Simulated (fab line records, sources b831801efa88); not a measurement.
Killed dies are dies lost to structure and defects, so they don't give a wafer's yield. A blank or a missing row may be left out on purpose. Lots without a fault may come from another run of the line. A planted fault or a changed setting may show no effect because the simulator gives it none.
Which tool did it? | flow gf180mcu | 11 lots, 33 wafers sampled, at 2 steps of a route of 602

WHAT THE GAUGES READ, wafer by wafer
GF_V3_RS_MEAS_24: measures by four-point-probe.
lot  | measured     | on            | V3_W_RS (ohm/sq)
L699 | day 22 10:54 | film_metro-04 | 0.335 0.331 0.333
L700 | day 23 03:01 | film_metro-03 | 0.326 0.327 0.327
L701 | day 23 15:06 | film_metro-03 | 0.328 0.325 0.330
L702 | day 23 20:49 | film_metro-02 | 0.331 0.329 0.320
L704 | day 24 16:06 | film_metro-02 | 0.329 0.325 0.326
L707 | day 26 11:30 | film_metro-03 | 0.329 0.333 0.328
L712 | day 27 11:58 | film_metro-02 | 0.320 0.333 0.324
L717 | day 28 16:30 | film_metro-02 | 0.326 0.335 0.334
L718 | day 28 23:14 | film_metro-03 | 0.330 0.330 0.328
L720 | day 29 14:37 | film_metro-02 | 0.329 0.329 0.325
L721 | day 29 19:26 | film_metro-03 | 0.327 0.333 0.338

WHICH TOOL RAN EACH LOT (tool, then ch and the chambers of the sampled wafers, then the start)
lot  | GF_V3_CVD_23
L699 | cvd_w-02 ch 0,1, day 22 10:47
L700 | cvd_w-02 ch 1, day 23 02:54
L701 | cvd_w-02 ch 0, day 23 14:59
L702 | cvd_w-01 ch 0,1, day 23 20:41
L704 | cvd_w-02 ch 0,1, day 24 15:59
L707 | cvd_w-02 ch 0,1, day 26 11:23
L712 | cvd_w-01 ch 0,1, day 27 11:50
L717 | cvd_w-02 ch 0,1, day 28 16:23
L718 | cvd_w-02 ch 1, day 28 23:05
L720 | cvd_w-01 ch 0,1, day 29 14:28
L721 | cvd_w-02 ch 0,1, day 29 19:19
- GF_V3_CVD_23: deposits W, target thk 350 nm, time 104.9 s.

THE ANSWER, worked out from the rows above alone
Rule: what is usual is taken from the lots themselves. Put in order of their means at a reading, lots are off if they are a third of the lots or fewer, leave a main group of 4 or more, and stand apart from it by a gap of 3 or more times the standard deviation of the main group's means; of several such gaps the widest counts. A main group whose means are all the same, to the digits that the tables above print for the reading, isn't used. A lot without any number at a reading at which 4 lots or more have one is off too. The other lots that the step has rows for count as sound.
No lot is off at any reading shown: from this, nothing can be told.

WHAT THE SIMULATOR HAD PUT IN
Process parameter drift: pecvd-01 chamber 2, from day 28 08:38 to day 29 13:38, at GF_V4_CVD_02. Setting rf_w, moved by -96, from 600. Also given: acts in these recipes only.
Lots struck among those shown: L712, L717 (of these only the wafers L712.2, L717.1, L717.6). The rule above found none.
